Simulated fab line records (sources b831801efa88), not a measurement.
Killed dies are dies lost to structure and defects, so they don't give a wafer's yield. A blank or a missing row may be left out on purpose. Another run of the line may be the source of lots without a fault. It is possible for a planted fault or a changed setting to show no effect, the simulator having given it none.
A single fault, viewed from 2 desks	flow gf180mcu	every desk sees just its own numbers, and what lay behind them comes last

METROLOGY DESK
What the gauges read for every lot (on any tool): the sampled wafers with a number, averaged. Marked OUT: a lot whose mean sits more than 4 standard deviations from the usual mean, which makes it out of limits; the brackets give that distance.
Columns: A = cd_nm at GF_POLY_GATE_CD_MEAS_10, usual 280.1 nm; B = HV_LDD_CVD_56_THK at GF_HV_LDD_THK_MEAS_57, usual 89.8 nm; C = NSD_RS at GF_PSD_RS_MEAS_14, usual 46.13 ohm/sq; D = PSD_RS at GF_PSD_RS_MEAS_15, usual 108.51 ohm/sq
lot	first seen here	A	B	C	D
L135	day 9 04:46	276.9	89.6	46.20	108.75
L136	day 9 11:18	278.6	89.5	46.04	108.02
L137	day 9 21:02	280.4	88.5	46.24	108.64
L138	day 10 06:15	279.2	88.5	46.17	108.74
L139	day 10 10:23	279.3	91.0	46.01	108.13
L140	day 10 21:31	278.5	89.9	46.06	108.40
L141	day 11 03:38	280.5	89.3	46.20	108.34
L147	day 12 15:32	280.5	91.5	45.99	108.13
L148	day 13 02:29	280.7	90.0	46.29	109.03
L150	day 13 17:55	278.4	89.2	46.91 (+8.8) OUT	110.44 (+6.9) OUT
L155	day 15 01:39	279.9	89.5	46.10	108.22
L157	day 15 20:11	280.2	89.6	46.12	108.80
L158	day 15 23:01	281.6	90.5	46.22	108.61
Finding of this desk: L150 out of limits, first seen on L150 at day 19 15:43 (NSD_RS at GF_PSD_RS_MEAS_14). L135, L136, L137, L138, L139, L140, L141, L147, L148, L155, L157, L158 stayed within limits.

TOOL OWNER'S DESK, rtp_anneal-02
At GF_PSD_RTA_13 (time 20 s), the tool's own readings, given per lot that ran on this tool as the mean of the sampled wafers with a number. Marked OUT: a lot whose mean sits more than 4 standard deviations from the usual mean, which makes it out of limits; the brackets give that distance.
Columns: A = lamp_power_pct at GF_PSD_RTA_13, usual 32.0 %; B = run_length_s at GF_PSD_RTA_13, usual 49.0 s; C = wafer_temp_C_max at GF_PSD_RTA_13, usual 1029.6
lot	first seen here	A	B	C
L135	day 14 08:26	32.7	48.5	1028.9
L140	day 16 04:54	32.7	50.8	1028.8
L148	day 18 22:07	32.7	47.2	1028.2
L150	day 19 15:37	32.7	45.8	1028.8
L157	day 22 02:53	32.7	48.6	1029.5
L158	day 22 03:34	32.7	48.5	1029.2
This desk's verdict: no lot among the 6 shows anything out of limits.

ALL TOGETHER
On L150, the metrology desk was in a position to raise an alarm at day 19 15:43.
The tool owner's desk saw nothing out of limits.
On record at the tool owner's desk: L150, within its limits.
The lots listed all ran GF_PSD_RTA_13 on rtp_anneal-02.

WHAT HAD BEEN PUT IN BY THE SIMULATOR
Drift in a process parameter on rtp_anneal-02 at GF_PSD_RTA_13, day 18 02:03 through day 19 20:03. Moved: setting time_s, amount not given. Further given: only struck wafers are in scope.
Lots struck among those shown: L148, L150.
Hours from the fault's start to each desk's first reading out of limits: the metrology desk, 38.
